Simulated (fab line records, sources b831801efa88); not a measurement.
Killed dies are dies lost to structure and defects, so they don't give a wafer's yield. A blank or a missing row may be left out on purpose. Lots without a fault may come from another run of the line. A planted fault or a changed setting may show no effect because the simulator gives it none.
One fault seen from 2 desks | flow gf180mcu | each desk has only its own numbers; what lay behind them comes last

THE TOOL OWNER'S DESK: pvd_sputter-02
The tool's own readings at GF_M1_SPUTTER_04 (material TiN, target thk 50 nm, time 41.7 s): means of the sampled wafers that have a number, for each lot that ran on this tool. A lot is out of limits, marked OUT, if its mean lies more than 4 standard deviations from the usual mean; the brackets give that distance.
Columns: A = throttle_valve_pct at GF_M1_SPUTTER_04, usual 30.1 %
lot  | first seen here | A
L814 | day 16 17:10    | 30.7
L816 | day 18 10:26    | 31.0
L821 | day 20 09:58    | 31.2
L823 | day 21 01:28    | 31.1
L833 | day 23 19:23    | 31.3
This desk's finding: nothing out of limits on any of the 5 lots.

THE METROLOGY DESK
What the gauges read, lot by lot, whatever tool the lot ran on: means of the sampled wafers that have a number. A lot is out of limits, marked OUT, if its mean lies more than 4 standard deviations from the usual mean; the brackets give that distance.
Columns: A = CONTACT_OVL at GF_CONTACT_OVL_MEAS_15, usual 4 nm; B = M1_ALCU_THK at GF_M1_THK_MEAS_06, usual 449 nm
lot  | first seen here | A  | B
L813 | day 16 12:43    | 6  | 451
L814 | day 16 15:49    | 11 | 456
L816 | day 18 09:05    | 4  | 446
L818 | day 19 15:52    | 2  | 451
L820 | day 19 21:53    | 3  | 445
L821 | day 20 08:37    | 8  | 449
L822 | day 20 08:38    | 3  | 454
L823 | day 21 00:05    | 8  | 449
L826 | day 21 22:05    | 1  | 445
L833 | day 23 18:02    | -2 | 460
L834 | day 23 22:25    | 4  | 446
L835 | day 24 18:16    | 6  | 446
This desk's finding: nothing out of limits on any of the 12 lots.

PUT TOGETHER
The tool owner's desk saw nothing out of limits.
The metrology desk saw nothing out of limits.

WHAT THE SIMULATOR HAD PUT IN
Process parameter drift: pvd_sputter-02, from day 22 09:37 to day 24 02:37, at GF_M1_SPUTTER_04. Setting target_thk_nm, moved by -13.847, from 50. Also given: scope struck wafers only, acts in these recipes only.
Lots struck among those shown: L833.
